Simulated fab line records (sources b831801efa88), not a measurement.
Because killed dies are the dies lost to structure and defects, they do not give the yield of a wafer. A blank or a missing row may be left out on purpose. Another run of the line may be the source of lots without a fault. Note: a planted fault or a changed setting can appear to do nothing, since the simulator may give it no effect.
Chamber matching :: flow gf180mcu :: GF_V2_CMP_26 on cmp-01: 4 sister chambers
The step polishes, stops on SiO2, t overpolish 15 s, target thk 0 nm. 4 wafers are shown with their chamber, then 11 later ones without.

EACH WAFER AND ITS CHAMBER
wafer: L079.3
chamber: 3
motor_current_A (A): 9.4

wafer: L087.4
chamber: 0
motor_current_A (A): 10.9

wafer: L087.6
chamber: 2
motor_current_A (A): 12.6

wafer: L088.1
chamber: 1
motor_current_A (A): 10.7

WAFERS WITHOUT THEIR CHAMBER
wafer: L088.3
motor_current_A (A): 9.5

wafer: L088.6
motor_current_A (A): 12.8

wafer: L089.1
motor_current_A (A): 12.7

wafer: L089.3
motor_current_A (A): 10.9

wafer: L089.6
motor_current_A (A): 10.7

wafer: L090.2
motor_current_A (A): 10.5

wafer: L090.4
motor_current_A (A): 9.5

wafer: L090.6
motor_current_A (A): 12.4

wafer: L092.2
motor_current_A (A): 11.4

wafer: L092.5
motor_current_A (A): 9.5

wafer: L092.6
motor_current_A (A): 11.0

WHICH CHAMBER EACH WENT THROUGH
wafer: L088.3
from the rows above: 3
in truth: 3

wafer: L088.6
from the rows above: 2
in truth: 2

wafer: L089.1
from the rows above: 2
in truth: 2

wafer: L089.3
from the rows above: can't be placed: 0 or 1
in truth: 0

wafer: L089.6
from the rows above: can't be placed: 1 or 0
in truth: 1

wafer: L090.2
from the rows above: can't be placed: 1 or 0
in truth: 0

wafer: L090.4
from the rows above: 3
in truth: 3

wafer: L090.6
from the rows above: 2
in truth: 2

wafer: L092.2
from the rows above: can't be placed: 0 or 1
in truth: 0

wafer: L092.5
from the rows above: 3
in truth: 3

wafer: L092.6
from the rows above: can't be placed: 0 or 1
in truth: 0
6 of 11 placed correctly. Cannot be placed on the basis of these rows: 5; the candidates contain the true chamber in 5. Wrongly placed: 0.
How it was worked out, from the rows above alone: a wafer's distance from a chamber is the root of the sum, over the readings, of the square of ((its reading less the chamber's mean) divided by the reading's scatter). The wafer belongs to the nearest chamber; if the next one is less than 2 further off, it can't be placed. The mean given for a chamber averages the wafers shown for that chamber. The scatter: with one shown wafer a chamber, the root of the mean of the squares of how far each hidden wafer lies from its nearest shown one.
